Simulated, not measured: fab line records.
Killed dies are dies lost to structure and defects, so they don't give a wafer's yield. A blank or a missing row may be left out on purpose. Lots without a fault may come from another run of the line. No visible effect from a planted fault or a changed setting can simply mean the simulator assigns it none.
fab line records	flow sky130
record: lots: 5	wafers: 15	last_day: 49
route steps=708 shown LI_CONTACT@365 LOCAL_INTERCONNECT@387 CONTACT@406 PAD_OPEN@708
lots untouched by any fault: they come from a run of this same line in which no faults occurred
start_h: hours from the record's first day to the start of the lot's first wafer shown	wait_h: hours elapsed since this lot's preceding step	" same as the row above	L1.1+2: several wafers, shown together as one row	- no value, or no start was given	* or withheld: withheld	< > ~ a bound
route shown NAME@n: names a module that has steps shown in the file, with the first one's number in the route	usual: mean and standard deviation over wafers with no fault	same: alike in all rows	chamber/n: place in a boat	sites: the reading at each site	_std_site: the standard deviation of these	_edge_site: outer sites' mean less inner sites'	radius_mm: how far each site lies from the wafer's centre	mask NAME#n: copy n	behind: the most recent tool/chamber to have shaped the wafer	hold: why the lot was held/for how many hours/how that ended	device: whichever transistor did not switch (one of n, p or np)	end of line: the route-end tests of the same wafers	a step given without rows: its recipe and nothing more	killed: dies lost to structure and defects at the first sort, not the wafer's yield	map: per-die view of a wafer (x killed, . not killed, _ where there is no die)
set.NAME: the run value of the setting; set.NAME@STEP: its run value at that earlier step	model.NAME: the simulator's own value behind a step, which no gauge read
lots at selected steps of the route; one table per step, one row per wafer
services: a tool's chamber out of use, with start hour (start_h, from the record's first day; less than 0 if before it), hours out, and reason
== steps ==
step: SKY_LI_CONTACT_BOW_MEAS_03
recipe: mode: bow
usual: LI_CONTACT_BOW: 54/7
lot.wafer	tool	chamber	start_h	wait_h	LI_CONTACT_BOW[um]
L696.2	film_metro-04	-	668.68	0.2	45
L696.3	"	-	"	"	56
L696.6	"	-	"	"	53
L698.2	film_metro-03	-	690.76	0.2	50
L698.5	"	-	"	"	49
L698.6	"	-	"	"	54
L708.1	film_metro-02	-	758.31	0.1	57
L708.2	"	-	"	"	63
L708.3	"	-	"	"	52
L709.1	film_metro-03	-	761.46	0.1	59
L709.4	"	-	"	"	43
L709.5	"	-	"	"	46
L714.2	film_metro-04	-	805.79	0.2	45
L714.3	"	-	"	"	49
L714.4	"	-	"	"	66
step: SKY_LI_CONTACT_DEHYDRATE_04
recipe: temp_c: 200	time_s: 60
step: SKY_LI_CONTACT_HMDS_05
recipe: prime_time_s: 60	prime_temp_c: 120
step: SKY_LI_CONTACT_COAT_06
recipe: resist: BARC	temp_c: withheld	time_s: withheld	spin_rpm: 3000	resist_thk_nm: 60
step: SKY_LI_CONTACT_COAT_07
recipe: resist: KrF-thick	spin_rpm: 3000	resist_thk_nm: 450
step: SKY_LI_CONTACT_SOFTBAKE_08
recipe: temp_c: 100	time_s: 90	resist: KrF-thick
step: SKY_LI_CONTACT_EXPOSE_09
recipe: mask_id: LICM1	na: 0.8	source_shape: annular	sigma_inner: 0.55	sigma_outer: 0.85	target_cd_nm: 170	dose_mj: 38
step: SKY_LI_CONTACT_PEB_10
recipe: peb_temp_c: withheld	peb_time_s: withheld	resist: KrF-thick
step: SKY_LI_CONTACT_DEVELOP_11
recipe: develop_time_s: 60	resist: KrF-thick	dev_temp_c: 21
step: SKY_LI_CONTACT_CD_MEAS_12
recipe: target_cd_nm: 170
usual: cd_nm: 169.6/1.7
lot.wafer	tool	chamber	start_h	wait_h	cd_nm
L696.2	cd_sem-02	-	696.23	-	167.4
L696.3	"	-	"	"	168.4
L696.6	"	-	"	"	168.4
L698.2	cd_sem-02	-	718.43	-	168.2
L698.5	"	-	"	"	168.7
L698.6	"	-	"	"	168.8
L708.1	cd_sem-01	-	784.48	-	171.6
L708.2	"	-	"	"	171.3
L708.3	"	-	"	"	171.1
L709.1	cd_sem-01	-	789.00	-	166.1
L709.4	"	-	"	"	166.6
L709.5	"	-	"	"	167.1
L714.2	cd_sem-02	-	831.35	-	170.8
L714.3	"	-	"	"	170.9
L714.4	"	-	"	"	169.9
step: SKY_LI_CONTACT_OVL_MEAS_13
usual: LI_CONTACT_OVL: 0/5.6
lot.wafer	tool	chamber	start_h	wait_h	LI_CONTACT_OVL[nm]
L696.2	overlay-01	-	696.34	0.1	4
L696.3	"	-	"	"	-9
L696.6	"	-	"	"	0
L698.2	overlay-01	-	718.54	0.1	-4
L698.5	"	-	"	"	-1
L698.6	"	-	"	"	-2
L708.1	overlay-02	-	784.60	0.1	6
L708.2	"	-	"	"	0
L708.3	"	-	"	"	1
L709.1	overlay-01	-	789.12	0.1	5
L709.4	"	-	"	"	4
L709.5	"	-	"	"	-2
L714.2	overlay-02	-	831.46	0.1	-7
L714.3	"	-	"	"	-1
L714.4	"	-	"	"	1
step: SKY_LI_CONTACT_ETCH_14
recipe: chemistry: N2/H2	target: BARC	ion_energy_ev: 200	source_w: 500	bias_w: 100	pressure_mtorr: 30	n2_flow_sccm: 100	h2_flow_sccm: 200	stop_on: SiO2	time_s: 45.9	target_depth_a: 600
step: SKY_LI_CONTACT_ETCH_15
recipe: target: PSG	chemistry: C4F8/O2/Ar	stop_on: Si	taper_deg: 4.15	mask_material: KrF-thick	source_w: 1500	bias_w: 1200	pressure_mtorr: 40	c4f8_flow_sccm: withheld	O2_flow_sccm: 6	Ar_flow_sccm: 300	time_s: withheld	target_depth_a: 6000
usual: oes_product_au: 0.837/0.0045
lot.wafer	tool	chamber	start_h	wait_h	oes_product_au
L696.2	rie_diel-03	1	696.41	0.0	0.833
L696.3	"	2	"	"	0.824
L696.6	"	2	"	"	0.840
L698.2	rie_diel-04	2	718.61	0.0	0.835
L698.5	"	1	"	"	0.837
L698.6	"	2	"	"	0.832
L708.1	rie_diel-03	0	784.68	0.0	0.846
L708.2	"	1	"	"	0.844
L708.3	"	3	"	"	0.840
L709.1	rie_diel-04	1	789.20	0.0	0.837
L709.4	"	2	"	"	0.837
L709.5	"	1	"	"	0.833
L714.2	rie_diel-04	0	831.53	0.0	0.835
L714.3	"	1	"	"	0.835
L714.4	"	2	"	"	0.837
step: SKY_LI_CONTACT_STRIP_16
recipe: chemistry: O2/N2	power_w: 1400	pressure_mtorr: 1500	platen_temp_c: withheld	o2_flow_sccm: 3000	n2_flow_sccm: 300	overash_fraction: 0.5
step: SKY_LI_CONTACT_CLEAN_17
recipe: chemistry: NMP	time_s: 600	temp_c: 60	dry: n2_spin
step: SKY_LI_CONTACT_PRE_CLEAN_18
recipe: gas: Ar	time_s: 5.6	bias_v: 358
step: SKY_LI_CONTACT_SPUTTER_19
recipe: material: Ti	target_thk_nm: 20	chamber_pressure_pa: 5	power_w: 2500	substrate_temp_c: 200	time_s: 106.37
usual: throttle_valve_pct: 30.4/0.72
same: time_s: 106.37
lot.wafer	tool	chamber	start_h	wait_h	throttle_valve_pct
L696.2	pvd_sputter-01	-	696.79	0.0	30.4
L696.3	"	-	"	"	29.5
L696.6	"	-	"	"	30.4
L698.2	pvd_sputter-02	-	719.17	0.0	29.2
L698.5	"	-	"	"	29.8
L698.6	"	-	"	"	29.4
L708.1	pvd_sputter-02	-	785.06	0.0	29.9
L708.2	"	-	"	"	31.6
L708.3	"	-	"	"	30.0
L709.1	pvd_sputter-01	-	789.59	0.0	30.4
L709.4	"	-	"	"	31.6
L709.5	"	-	"	"	30.4
L714.2	pvd_sputter-02	-	831.91	0.0	29.3
L714.3	"	-	"	"	29.8
L714.4	"	-	"	"	30.1
step: SKY_LI_CONTACT_SPUTTER_20
recipe: material: TiN	target_thk_nm: 20	chamber_pressure_pa: 5	power_w: 4000	time_s: 80
step: SKY_LI_CONTACT_CVD_21
recipe: material: W	target_thk_nm: 400	time_s: 120.56	temp_c: 400	pressure_torr: 40
usual: heater_power_w: 801/110
same: time_s: 120.56
lot.wafer	tool	chamber	start_h	wait_h	heater_power_w
L696.2	cvd_w-02	0	696.93	0.0	929
L696.3	"	1	"	"	916
L696.6	"	0	"	"	943
L698.2	cvd_w-01	1	719.30	0.0	699
L698.5	"	1	"	"	712
L698.6	"	0	"	"	675
L708.1	cvd_w-01	0	785.20	0.0	693
L708.2	"	1	"	"	718
L708.3	"	0	"	"	689
L709.1	cvd_w-01	1	789.73	0.0	728
L709.4	"	0	"	"	678
L709.5	"	1	"	"	700
L714.2	cvd_w-01	0	832.04	0.0	690
L714.3	"	1	"	"	707
L714.4	"	0	"	"	690
step: SKY_LI_CONTACT_RS_MEAS_22
recipe: thk_meas_gauge: four-point-probe	reads: W_of_LI_CONTACT_CVD_21+TiN_of_LI_CONTACT_SPUTTER_20+Ti_of_LI_CONTACT_SPUTTER_19
usual: LI_CONTACT_W_RS: 0.284/0.0031
lot.wafer	tool	chamber	start_h	wait_h	LI_CONTACT_W_RS[ohm/sq]
L696.2	film_metro-04	-	697.07	0.1	0.285
L696.3	"	-	"	"	0.282
L696.6	"	-	"	"	0.288
L698.2	film_metro-04	-	719.45	0.1	0.287
L698.5	"	-	"	"	0.286
L698.6	"	-	"	"	0.288
L708.1	film_metro-04	-	785.32	0.1	0.291
L708.2	"	-	"	"	0.284
L708.3	"	-	"	"	0.291
L709.1	film_metro-03	-	789.86	0.1	0.280
L709.4	"	-	"	"	0.288
L709.5	"	-	"	"	0.283
L714.2	film_metro-02	-	832.19	0.1	0.287
L714.3	"	-	"	"	0.286
L714.4	"	-	"	"	0.286
step: SKY_LI_CONTACT_THK_MEAS_23
recipe: thk_meas_gauge: xrf	reads: W_of_LI_CONTACT_CVD_21
usual: LI_CONTACT_W_THK: 414/5.7
lot.wafer	tool	chamber	start_h	wait_h	LI_CONTACT_W_THK[nm]
L696.2	film_metro-04	-	697.18	0.1	412
L696.3	"	-	"	"	419
L696.6	"	-	"	"	404
L698.2	film_metro-04	-	719.56	0.1	408
L698.5	"	-	"	"	410
L698.6	"	-	"	"	405
L708.1	film_metro-04	-	785.44	0.1	403
L708.2	"	-	"	"	415
L708.3	"	-	"	"	405
L709.1	film_metro-03	-	789.98	0.1	409
L709.4	"	-	"	"	402
L709.5	"	-	"	"	406
L714.2	film_metro-02	-	832.30	0.1	409
L714.3	"	-	"	"	411
L714.4	"	-	"	"	412
step: SKY_LI_CONTACT_CMP_24
recipe: stop_on: PSG	t_overpolish_s: 20	down_force_psi: 3.5	platen_rpm: 60	target_thk_nm: 0	pad_velocity_m_s: 0.94248
usual: head_pressure_psi: 3.500/0.0074	motor_current_A: 10.7/0.84	overpolish_run_s: 20.001/0.0088	slurry_flow_ml_min: 150.0/0.45	time_to_endpoint_s: 99/4.3
lot.wafer	tool	chamber	start_h	wait_h	head_pressure_psi	motor_current_A	overpolish_run_s	slurry_flow_ml_min	time_to_endpoint_s
L696.2	cmp-02	1	697.23	0.0	3.495	10.6	19.991	150.4	103
L696.3	"	3	"	"	3.491	11.9	20.001	149.8	103
L696.6	"	1	"	"	3.501	10.3	19.999	150.5	101
L698.2	cmp-02	2	719.71	0.1	3.503	10.8	19.991	150.7	98
L698.6	"	0	"	"	3.499	10.3	20.025	150.6	97
L698.5	"	1	"	"	3.497	10.2	19.994	149.7	100
L708.1	cmp-01	3	785.50	0.1	3.498	9.4	20.010	149.9	94
L708.3	"	0	"	"	3.506	10.4	19.990	149.9	88
L708.2	"	1	"	"	3.502	12.1	19.990	150.2	98
L709.1	cmp-01	2	790.09	0.1	3.504	10.2	20.005	149.6	100
L709.4	"	0	"	"	3.493	10.7	20.000	149.2	88
L709.5	"	2	"	"	3.497	10.4	20.006	150.3	99
L714.2	cmp-01	0	832.35	0.0	3.497	11.0	19.992	150.8	91
L714.4	"	2	"	"	3.506	10.1	20.019	150.0	105
L714.3	"	3	"	"	3.476	9.5	19.998	150.6	97
step: SKY_LOCAL_INTERCONNECT_SPUTTER_00
recipe: material: TiN	target_thk_nm: 100	temp_c: 300	power_w: 6500	time_s: 83.3	chamber_pressure_pa: 0.4
step: SKY_LOCAL_INTERCONNECT_RS_MEAS_01
recipe: thk_meas_gauge: four-point-probe	reads: TiN_of_LOCAL_INTERCONNECT_SPUTTER_00
usual: LOCAL_INTERCONNECT_TIN_RS: 14.08/0.17
lot.wafer	tool	chamber	start_h	wait_h	LOCAL_INTERCONNECT_TIN_RS[ohm/sq]
L696.2	film_metro-02	-	697.62	0.1	14.32
L696.3	"	-	"	"	14.38
L696.6	"	-	"	"	14.22
L698.2	film_metro-02	-	720.00	0.1	13.90
L698.5	"	-	"	"	14.13
L698.6	"	-	"	"	13.85
L708.1	film_metro-01	-	785.87	0.0	14.12
L708.2	"	-	"	"	14.28
L708.3	"	-	"	"	13.85
L709.1	film_metro-03	-	790.40	0.0	14.31
L709.4	"	-	"	"	13.79
L709.5	"	-	"	"	13.97
L714.2	film_metro-03	-	832.73	0.1	14.13
L714.3	"	-	"	"	14.48
L714.4	"	-	"	"	14.22
step: SKY_LOCAL_INTERCONNECT_THK_MEAS_02
recipe: thk_meas_gauge: xrf	reads: TiN_of_LOCAL_INTERCONNECT_SPUTTER_00
usual: LOCAL_INTERCONNECT_TIN_THK: 99.1/1.2
lot.wafer	tool	chamber	start_h	wait_h	LOCAL_INTERCONNECT_TIN_THK[nm]
L696.2	film_metro-02	-	697.73	0.1	97.7
L696.3	"	-	"	"	96.8
L696.6	"	-	"	"	98.3
L698.2	film_metro-02	-	720.11	0.1	100.2
L698.5	"	-	"	"	98.5
L698.6	"	-	"	"	100.6
L708.1	film_metro-01	-	785.99	0.1	98.7
L708.2	"	-	"	"	97.5
L708.3	"	-	"	"	100.9
L709.1	film_metro-03	-	790.52	0.1	97.9
L709.4	"	-	"	"	101.4
L709.5	"	-	"	"	100.7
L714.2	film_metro-03	-	832.84	0.1	98.6
L714.3	"	-	"	"	97.1
L714.4	"	-	"	"	97.7
step: SKY_LOCAL_INTERCONNECT_DEHYDRATE_03
recipe: temp_c: 200	time_s: 60
step: SKY_LOCAL_INTERCONNECT_HMDS_04
recipe: prime_time_s: 60	prime_temp_c: 120
step: SKY_LOCAL_INTERCONNECT_COAT_05
recipe: resist: BARC	temp_c: withheld	time_s: withheld	spin_rpm: 3000	resist_thk_nm: 60
step: SKY_LOCAL_INTERCONNECT_COAT_06
recipe: resist: KrF-thick	spin_rpm: 3000	resist_thk_nm: 450
step: SKY_LOCAL_INTERCONNECT_SOFTBAKE_07
recipe: temp_c: 100	time_s: 90	resist: KrF-thick
step: SKY_LOCAL_INTERCONNECT_EXPOSE_08
recipe: mask_id: LI1M	na: 0.8	source_shape: annular	sigma_inner: 0.55	sigma_outer: 0.85	target_cd_nm: 170	dose_mj: 28
step: SKY_LOCAL_INTERCONNECT_PEB_09
recipe: peb_temp_c: withheld	peb_time_s: withheld	resist: KrF-thick
step: SKY_LOCAL_INTERCONNECT_DEVELOP_10
recipe: develop_time_s: 60	resist: KrF-thick	dev_temp_c: 21
step: SKY_LOCAL_INTERCONNECT_CD_MEAS_11
recipe: target_cd_nm: 170
usual: cd_nm: 170.0/1.5
lot.wafer	tool	chamber	start_h	wait_h	cd_nm
L696.2	cd_sem-02	-	726.05	-	171.1
L696.3	"	-	"	"	171.9
L696.6	"	-	"	"	171.4
L698.2	cd_sem-01	-	748.32	-	169.8
L698.5	"	-	"	"	169.4
L698.6	"	-	"	"	169.7
L708.1	cd_sem-01	-	811.50	-	169.2
L708.2	"	-	"	"	169.2
L708.3	"	-	"	"	169.8
L709.1	cd_sem-01	-	817.41	-	168.9
L709.4	"	-	"	"	168.7
L709.5	"	-	"	"	167.7
L714.2	cd_sem-02	-	858.83	-	168.6
L714.3	"	-	"	"	167.3
L714.4	"	-	"	"	167.2
step: SKY_LOCAL_INTERCONNECT_OVL_MEAS_12
usual: LOCAL_INTERCONNECT_OVL: -3/5.5
lot.wafer	tool	chamber	start_h	wait_h	LOCAL_INTERCONNECT_OVL[nm]
L696.2	overlay-02	-	726.16	0.1	-1
L696.3	"	-	"	"	-4
L696.6	"	-	"	"	0
L698.2	overlay-01	-	748.42	0.1	-5
L698.5	"	-	"	"	-5
L698.6	"	-	"	"	-5
L708.1	overlay-01	-	811.62	0.1	-10
L708.2	"	-	"	"	-6
L708.3	"	-	"	"	-12
L709.1	overlay-01	-	817.53	0.1	2
L709.4	"	-	"	"	0
L709.5	"	-	"	"	-2
L714.2	overlay-02	-	858.94	0.1	-9
L714.3	"	-	"	"	-5
L714.4	"	-	"	"	2
step: SKY_LOCAL_INTERCONNECT_ETCH_13
recipe: chemistry: N2/H2	target: BARC	ion_energy_ev: 200	bias_w: 100	pressure_mtorr: 30	n2_flow_sccm: 100	h2_flow_sccm: 200	icp_w: 500	stop_on: SiO2	time_s: 45.9	target_depth_a: 600
usual: drypump_motor_current_A: 5.69/0.28	oes_product_au: 0.855/0.0047	throttle_valve_pct: 13.224/0.0095
same: time_s: 45.9
lot.wafer	tool	chamber	start_h	wait_h	drypump_motor_current_A	oes_product_au	rf_hours_counter_h	throttle_valve_pct
L696.2	rie_metal-02	1	726.19	0.0	6.18	0.855	3.6	13.243
L696.3	"	0	"	"	6.09	0.847	-	13.221
L696.6	"	1	"	"	6.15	0.860	-	13.222
L698.2	rie_metal-04	0	748.45	0.0	5.47	0.860	3.9	13.218
L698.5	"	1	"	"	5.65	0.851	-	13.216
L698.6	"	0	"	"	5.47	0.849	-	13.229
L708.1	rie_metal-01	1	811.65	0.0	5.36	0.857	8.1	13.220
L708.2	"	0	"	"	5.67	0.853	8.7	13.220
L708.3	"	1	"	"	5.35	0.862	-	13.219
L709.1	rie_metal-04	1	817.57	0.0	5.63	0.859	7.5	13.219
L709.4	"	1	"	"	5.65	0.852	-	13.232
L709.5	"	1	"	"	5.65	0.858	-	13.222
L714.2	rie_metal-04	1	858.97	0.0	5.68	0.865	9.0	13.229
L714.3	"	0	"	"	5.46	0.855	-	13.230
L714.4	"	1	"	"	5.65	0.855	-	13.229
step: SKY_LOCAL_INTERCONNECT_METAL_ETCH_14
recipe: target_depth_nm: 110	stop_on: PSG	chemistry: Cl2/BCl3	target: TiN	resist_sidewall_deg: 88	pressure_mtorr: 10	icp_w: 900	bias_w: 48.5	Cl2_flow_sccm: 60	bcl3_flow_sccm: 30	time_s: 31.4
usual: bcl3_flow_sccm: 29.99/0.084	drypump_motor_current_A: 5.68/0.28	oes_product_au: 0.943/0.0079	throttle_valve_pct: 21.900/0.0093
same: time_s: 31.4
lot.wafer	tool	chamber	start_h	wait_h	bcl3_flow_sccm	drypump_motor_current_A	oes_product_au	rf_hours_counter_h	throttle_valve_pct
L696.2	rie_metal-02	1	726.25	0.0	30.16	6.16	0.938	3.6	21.910
L696.3	"	0	"	"	30.10	6.08	0.931	-	21.906
L696.6	"	1	"	"	30.08	6.18	0.941	-	21.902
L698.2	rie_metal-04	0	748.52	0.0	30.05	5.45	0.950	3.9	21.904
L698.5	"	1	"	"	30.03	5.64	0.943	-	21.889
L698.6	"	0	"	"	30.00	5.46	0.942	-	21.900
L708.1	rie_metal-01	1	811.72	0.0	29.90	5.33	0.941	8.2	21.903
L708.2	"	0	"	"	29.99	5.68	0.939	8.7	21.894
L708.3	"	1	"	"	30.01	5.34	0.957	-	21.902
L709.1	rie_metal-04	1	817.63	0.0	30.09	5.62	0.932	7.6	21.908
L709.4	"	1	"	"	29.94	5.64	0.961	-	21.884
L709.5	"	1	"	"	30.09	5.63	0.949	-	21.903
L714.2	rie_metal-04	1	859.03	0.0	30.00	5.66	0.946	9.1	21.905
L714.3	"	0	"	"	29.83	5.45	0.930	-	21.909
L714.4	"	1	"	"	29.82	5.66	0.935	-	21.904
step: SKY_LOCAL_INTERCONNECT_STRIP_15
recipe: chemistry: O2/N2	power_w: 1400	pressure_mtorr: 1500	platen_temp_c: withheld	o2_flow_sccm: 3000	n2_flow_sccm: 300	overash_fraction: 0.5
step: SKY_LOCAL_INTERCONNECT_STRIP_16
recipe: chemistry: post_etch_residue_remover	time_s: 1200	temp_c: 72.5
step: SKY_LOCAL_INTERCONNECT_CLEAN_17
recipe: chemistry: IPA	time_s: 180	temp_c: 25
step: SKY_LOCAL_INTERCONNECT_CLEAN_18
recipe: chemistry: O3/DIW	dry: n2_spin
step: SKY_CONTACT_CVD_00
recipe: material: Si3N4	target_thk_nm: 75	temp_c: 400	time_s: withheld	rf_w: 450
step: SKY_PAD_OPEN_PROBE_99
usual: killed_at_M0_to_M3: 45/6.6	killed_at_M4_up: 3.1/1.6	killed_at_contacts: 24/5	killed_at_front_end: 14/4.4	killed_at_other: 0.3/0.58	killed_dies: 87/9.2	killed_open: 47/6.7	killed_short: 40/6.4
same: gross_dies: 492	killed_at_back_side: 0
lot.wafer	tool	chamber	start_h	wait_h	killed_at_M0_to_M3	killed_at_M4_up	killed_at_contacts	killed_at_front_end	killed_at_other	killed_dies	killed_open	killed_short
L696.2	prober-01	-	1088.17	0.1	29	4	19	13	1	66	36	30
L696.3	prober-01	-	1088.22	0.2	54	3	21	14	1	93	45	48
L696.6	prober-01	-	1088.37	0.2	30	3	19	18	0	70	39	31
L698.2	prober-01	-	1107.21	0.1	41	1	20	17	0	79	45	34
L698.5	prober-01	-	1107.36	0.2	47	2	21	17	0	87	47	40
L698.6	prober-01	-	1107.41	0.2	43	3	24	17	0	87	44	43
L708.1	prober-01	-	1154.91	0.1	45	2	83	20	0	150	44	45
L708.2	prober-01	-	1154.96	0.1	60	2	32	14	0	108	56	52
L708.3	prober-01	-	1155.01	0.2	45	4	28	21	0	98	60	38
L709.1	prober-02	-	1157.11	0.1	34	3	25	11	0	73	37	36
L709.4	prober-02	-	1157.26	0.2	41	5	21	28	0	95	58	37
L709.5	prober-02	-	1157.31	0.2	50	6	29	14	2	101	53	48
killed by level:class
L696.2 LI_CONTACT:geometric_particle:open=7 METAL2:geometric_particle:short=5 LOCAL_INTERCONNECT:geometric_particle:short=4 CONTACT:geometric_particle:open=4 VIA3:geometric_particle:open=4 FIELD_ISO:geometric_particle:open=3 POLY_GATE:geometric_particle:open=3 VIA1:geometric_particle:open=3
L696.3 METAL1:geometric_particle:short=9 CONTACT:geometric_particle:open=8 VIA2:geometric_particle:open=8 LOCAL_INTERCONNECT:geometric_particle:short=7 VIA3:geometric_particle:open=7 VIA1:geometric_particle:open=6 METAL2:geometric_particle:short=6 METAL2:geometric_particle:open=5
L696.6 LI_CONTACT:geometric_particle:open=8 VIA1:geometric_particle:open=8 FIELD_ISO:geometric_particle:short=6 VIA2:geometric_particle:open=6 METAL2:geometric_particle:short=5 CONTACT:geometric_particle:open=5 FIELD_ISO:geometric_particle:open=4 POLY_GATE:geometric_particle:short=4
L698.2 LI_CONTACT:geometric_particle:open=9 VIA1:geometric_particle:open=9 FIELD_ISO:geometric_particle:short=7 VIA2:geometric_particle:open=7 VIA1:geometric_particle:short=5 VIA3:geometric_particle:short=5 FIELD_ISO:geometric_particle:open=4 CONTACT:geometric_particle:open=4
L698.5 VIA1:geometric_particle:short=11 VIA1:geometric_particle:open=9 VIA3:geometric_particle:open=8 CONTACT:geometric_particle:open=8 POLY_GATE:geometric_particle:short=6 LI_CONTACT:geometric_particle:open=5 METAL2:geometric_particle:short=5 LOCAL_INTERCONNECT:geometric_particle:open=4
L698.6 VIA1:geometric_particle:open=10 VIA1:geometric_particle:short=8 LI_CONTACT:geometric_particle:open=7 CONTACT:geometric_particle:open=6 VIA2:geometric_particle:open=5 VIA3:geometric_particle:short=5 POLY_GATE:geometric_particle:open=4 LOCAL_INTERCONNECT:geometric_particle:short=4
L708.1 LI_CONTACT:unspecified=61 CONTACT:geometric_particle:open=9 VIA1:geometric_particle:open=8 VIA1:geometric_particle:short=7 FIELD_ISO:geometric_particle:short=5 VIA2:geometric_particle:open=5 VIA3:geometric_particle:open=5 FIELD_ISO:geometric_particle:open=4
L708.2 CONTACT:geometric_particle:open=15 VIA1:geometric_particle:open=12 VIA1:geometric_particle:short=8 METAL2:geometric_particle:short=8 METAL1:geometric_particle:short=7 VIA2:geometric_particle:open=7 LI_CONTACT:geometric_particle:open=6 LOCAL_INTERCONNECT:geometric_particle:short=6
L708.3 CONTACT:geometric_particle:open=12 FIELD_ISO:geometric_particle:open=9 LI_CONTACT:geometric_particle:open=9 VIA1:geometric_particle:open=9 VIA1:geometric_particle:short=6 METAL2:geometric_particle:short=6 VIA3:geometric_particle:open=5 VIA2:geometric_particle:open=5
L709.1 CONTACT:geometric_particle:open=9 VIA1:geometric_particle:open=8 LI_CONTACT:geometric_particle:open=7 METAL2:geometric_particle:short=6 CONTACT:geometric_particle:short=6 METAL1:geometric_particle:short=6 FIELD_ISO:geometric_particle:short=3 POLY_GATE:geometric_particle:short=3
L709.4 VIA1:geometric_particle:open=12 VIA3:geometric_particle:open=8 FIELD_ISO:geometric_particle:open=6 POLY_GATE:geometric_particle:short=6 POLY_GATE:geometric_particle:open=6 LI_CONTACT:geometric_particle:open=6 LOCAL_INTERCONNECT:geometric_particle:short=5 CONTACT:geometric_particle:open=5
L709.5 VIA1:geometric_particle:open=15 CONTACT:geometric_particle:open=10 CONTACT:geometric_particle:short=8 VIA2:geometric_particle:short=6 METAL1:geometric_particle:short=6 FIELD_ISO:geometric_particle:open=5 LI_CONTACT:geometric_particle:open=5 VIA2:geometric_particle:open=5
map L708.1 (x killed, . not)
__________.........._________
________...x......xxxx_______
______....x...x....xxx.x_____
_____x...xxx...x..x...x..____
____.x..x.......x.x....x..___
___.x.xx.....x.x...xx..x.x.__
__..........x..x......x..x.._
_...x....x.x....x..x...x..x.x
_...x...x.......x...........x
_..xxx..xxxx.x...........x...
_x.xxxxxxx.x.xx..x.x.........
_...xxxxxxxxxx.............x.
_..xxxxxxxxxxx.x..x..........
_...xxxxxxxxxx.xx...x........
_..x.xxxxxxxx........xxx..x..
__..xxxxxx.x....x......x...._
___...xxx.x................__
____...x......x........x..___
_____...................x____
______x.....xx.....x...._____
________x.x..x........_______
__________..xxxx.x.x_________
map L696.3 (x killed, . not)
__________........x._________
________.x...x........_______
______........x.x......x_____
_____.....x.x.x..x......x____
____.........x....x....x..___
___..x..x...x.x.....x.....x__
__......x.xx.............x.x_
_....x.....x.xxx....xx.xx.x.x
_......x.x.x.................
_........x...x.....x.x.......
_.....x.........x.x.x........
_....x.........xx............
_............x.x.x...........
_...x...x...x.x.....xx.......
_....x.........x.x.x....x....
__..x..x..x.xx...xx.....x..._
___.x.......x...x....x..x..__
____.x.......x......x.....___
_____.............x....x.____
______.......x..x.x.x..._____
________..x....x......_______
__________xx...x..xx_________
== services ==
tool	chamber	start_h	hours	kind
rie_metal-01	0	675.72	14.0	repair
rie_diel-04	0	675.93	-	clean
rie_diel-04	0	675.93	14.2	scheduled_down
rie_diel-04	0	675.93	14.2	vent_cycle
rie_diel-04	-	688.44	0.2	repair
rie_metal-04	1	708.23	1.9	repair
pvd_sputter-01	-	708.84	4.2	repair
cmp-01	-	726.71	1.6	repair
rie_diel-03	0	730.30	-	clean
rie_diel-03	0	730.30	16.5	scheduled_down
rie_diel-03	0	730.30	16.5	vent_cycle
cmp-01	-	744.22	4.0	pm
cmp-01	-	748.22	-	consumable_replace:conditioner
cmp-01	-	748.22	-	consumable_replace:pad
rie_metal-01	1	748.65	1.4	repair
rie_diel-04	-	762.73	2.8	pm
rie_diel-03	2	780.68	25.0	repair
rie_diel-03	-	785.31	0.6	repair
cmp-01	-	801.17	1.3	repair
pvd_sputter-02	-	809.80	2.2	repair
cvd_w-02	0	835.48	8.7	repair
pvd_sputter-02	-	839.16	3.3	repair
cvd_w-01	1	841.55	14.7	repair
cvd_w-01	0	855.78	2.4	repair
== key ==
first_sign: step: SKY_PAD_OPEN_PROBE_99	reading: killed_at_contacts	direction: up	sigmas: 12	usual: 24	struck: 83
effect: step: SKY_PAD_OPEN_PROBE_99	reading: killed_dies	direction: up	sigmas: 6.9	usual: 87	struck: 150
met_at SKY_LI_CONTACT_ETCH_15
struck_wafers L708.1
tester_left_out L708
fault: kind: chamber_particle_source	tool: rie_diel-03	chamber: 0	onset_h: 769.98	steps: SKY_LI_CONTACT_ETCH_15	rate_per_visit_cm2: 1.2748	end_h: 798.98
tester_left_out: of these lots the tester's yield and bins aren't shown, on N5 and GAA mostly nor the transistor test; their killed dies are dies lost to structure and defects alone, not to doping, threshold or leakage, so they don't give the yield
